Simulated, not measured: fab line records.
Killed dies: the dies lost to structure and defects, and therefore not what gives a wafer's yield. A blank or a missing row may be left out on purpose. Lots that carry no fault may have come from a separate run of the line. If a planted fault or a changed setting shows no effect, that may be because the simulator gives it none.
Split-lot trial    flow gf180mcu    16 wafers read from 5 lots, route of 602 steps

ABOUT THE SPLIT
At GF_MIM_COAT_14 (resist thk 1000 nm), the setting resist thk nm was moved away from the recipe's 1000 nm on 6 of the 16 wafers read, by -5.6% to +5.5%. This setting was run at the recipe's value on the other wafers.

Reading taken at the split's own step.

THE READING
NOVOLAK_of_MIM_COAT_14.thk nm (the simulator's own value, which no gauge read), in nm, at GF_MIM_COAT_14 (resist thk 1000 nm). The file does not state a usual value for it. The 10 wafers here that ran the recipe average 1002.1 nm, standard deviation 2.2 nm.

wafer   tool, chamber at the split  resist thk nm as run, nm  against the recipe  NOVOLAK_of_MIM_COAT_14.thk nm, nm  against lot-mates on the recipe
L074.4  litho track-03, 0           943.7                     -5.6%               944.8                              -54.9
L074.6  litho track-03, 0           1000                      recipe              999.7                              -
L076.1  litho track-01, 0           954.4                     -4.6%               956.2                              -47.8
L076.4  litho track-01, 0           954.4                     -4.6%               953.3                              -50.7
L076.5  litho track-01, 0           1000                      recipe              1004                               -
L077.1  litho track-01, 0           1000                      recipe              1000                               -
L077.5  litho track-01, 0           1000                      recipe              1001                               -
L077.6  litho track-01, 0           1000                      recipe              999.4                              -
L078.1  litho track-03, 0           963.4                     -3.7%               965                                -39.3
L078.2  litho track-03, 0           1000                      recipe              1002                               -
L078.4  litho track-03, 0           1000                      recipe              1006                               -
L078.5  litho track-03, 0           963.4                     -3.7%               965.5                              -38.8
L078.6  litho track-03, 0           1000                      recipe              1005                               -
L080.3  litho track-01, 0           1000                      recipe              1001                               -
L080.4  litho track-01, 0           1055                      +5.5%               1059                               +57.0
L080.5  litho track-01, 0           1000                      recipe              1003                               -

FIT RESULTS
A straight line over all 16 wafers: NOVOLAK_of_MIM_COAT_14.thk nm changes by +10.3 nm for each +1% of resist thk nm; r = +1.00; the points scatter about the line by 2 nm.
The same after taking each lot's own level away (the mean of its wafers on the recipe; 16 wafers): +10.4 nm for each +1%; r = +1.00; scatter 1.6 nm.
That fit puts the effect of the largest move of resist thk nm on the reading at 59 nm.
The lots' own levels span 999.70 to 1004.33 nm, that is 2.1 times the standard deviation above.
So the lot-to-lot level changes the slope little: the two slopes agree.
Check: -60 nm against its lot-mates is what the line predicts for one of the wafers moved furthest among these (-5.6%) when that wafer is left out of the fit. Against them it came out at -54.9 nm.

FURTHER SPLITS ON THESE WAFERS
These wafers also went through other splits before the reading. Each is held against what the fit with the lots' levels taken away leaves over:
other split on the same wafers   wafers away from the commonest value  r with NOVOLAK_of_MIM_COAT_14.thk nm (lot level and that fit taken away)
GF_V3_PEB_12 peb time s          9                                     +0.02
GF_V3_CMP_26 t overpolish s      6                                     +0.45
GF_M4_SPUTTER_04 time s          7                                     -0.42
GF_M4_EXPOSE_11 dose mj          4                                     +0.00
GF_V4_CMP_04 leave above ref nm  4                                     +0.35
GF_V4_EXPOSE_11 dose mj          7                                     +0.03
GF_MIM_SPUTTER_08 power w        3                                     +0.41

FILE'S OWN FIT
NOVOLAK_of_MIM_COAT_14.thk nm changes by +10.4 nm for each +1% of resist thk nm, r = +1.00.
